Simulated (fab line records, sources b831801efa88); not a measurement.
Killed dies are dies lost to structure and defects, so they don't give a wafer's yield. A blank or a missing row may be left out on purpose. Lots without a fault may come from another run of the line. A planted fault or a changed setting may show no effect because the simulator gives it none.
Which tool did it? | flow sky130 | 12 lots, 36 wafers sampled, at 2 steps of a route of 708

WHAT THE GAUGES READ, wafer by wafer
SKY_NWELL_RS_MEAS_29: measures by four-point-probe. Usual: NWELL_RS 625.2 ohm/sq, standard deviation 1.4.
lot  | measured     | on            | NWELL_RS (ohm/sq) | flag
L942 | day 5 04:41  | film_metro-01 | 626.4 626.4 627.0 |
L943 | day 5 13:05  | film_metro-01 | 626.0 625.9 625.8 |
L944 | day 5 21:01  | film_metro-02 | 628.0 625.9 626.3 |
L946 | day 6 05:16  | film_metro-01 | 624.9 625.3 626.9 |
L954 | day 8 06:58  | film_metro-02 | 636.7 638.0 636.4 | OFF
L955 | day 8 12:48  | film_metro-02 | 638.8 641.5 640.3 | OFF
L956 | day 8 18:40  | film_metro-03 | 626.1 626.0 626.7 |
L957 | day 8 23:25  | film_metro-03 | 626.1 625.3 626.0 |
L962 | day 10 12:17 | film_metro-01 | 624.4 625.6 623.9 |
L963 | day 10 19:59 | film_metro-03 | 626.7 625.6 625.6 |
L964 | day 11 09:06 | film_metro-01 | 627.7 626.2 626.3 |
L965 | day 11 20:17 | film_metro-03 | 624.5 623.5 623.1 |

WHICH TOOL RAN EACH LOT (tool, then ch and the chambers of the sampled wafers, then the start)
lot  | SKY_NWELL_IMPLANT_11
L942 | implanter-02 ch 0, day 4 10:26
L943 | implanter-02 ch 0, day 4 18:11
L944 | implanter-01 ch 0, day 5 02:20
L946 | implanter-02 ch 0, day 5 10:21
L954 | implanter-02 ch 0, day 7 10:45
L955 | implanter-02 ch 0, day 7 16:35
L956 | implanter-01 ch 0, day 7 21:51
L957 | implanter-01 ch 0, day 8 02:40
L962 | implanter-03 ch 0, day 9 12:47
L963 | implanter-01 ch 0, day 9 20:11
L964 | implanter-03 ch 0, day 10 09:11
L965 | implanter-02 ch 0, day 10 19:48
- SKY_NWELL_IMPLANT_11

WHAT THE TOOLS THEMSELVES READ (means of the sampled wafers that have a number; where no wafer has one, the mark that the record gives instead)
SKY_NWELL_IMPLANT_11. Usual: beam_energy_keV 399.99, standard deviation 0.13.
lot  | tool         | beam_energy_keV | flag
L942 | implanter-02 | 399.97          |
L943 | implanter-02 | 400.08          |
L944 | implanter-01 | 400.08          |
L946 | implanter-02 | 399.92          |
L954 | implanter-02 | 364.17          | OFF
L955 | implanter-02 | 364.09          | OFF
L956 | implanter-01 | 400.12          |
L957 | implanter-01 | 399.88          |
L962 | implanter-03 | 400.15          |
L963 | implanter-01 | 399.77          |
L964 | implanter-03 | 399.92          |
L965 | implanter-02 | 400.10          |

THE ANSWER, worked out from the rows above alone
Rule: a lot is off if the mean of its wafers that have a number lies more than 3 standard deviations from the usual mean. A lot without any number at a reading at which 4 lots or more have one is off too. The other lots that the step has rows for count as sound. The gauges are gone through in route order, then the tools' own readings, and for those a lot's mean is taken as printed above. The first step at which some lot is off is used, and at that step the reading that is off furthest; a lot without a number counts as furthest.
Off: L954, L955, at SKY_NWELL_RS_MEAS_29 (NWELL_RS).
A tool fits if, at a process step before that reading, it ran every lot that is off, and no sound lot after the first of them. The gauges at SKY_NWELL_RS_MEAS_29 aren't tried: what is off there is off at SKY_NWELL_IMPLANT_11 too, on other tools, and a gauge's error can't cause that. None of those tried fits.

WHAT THE SIMULATOR HAD PUT IN
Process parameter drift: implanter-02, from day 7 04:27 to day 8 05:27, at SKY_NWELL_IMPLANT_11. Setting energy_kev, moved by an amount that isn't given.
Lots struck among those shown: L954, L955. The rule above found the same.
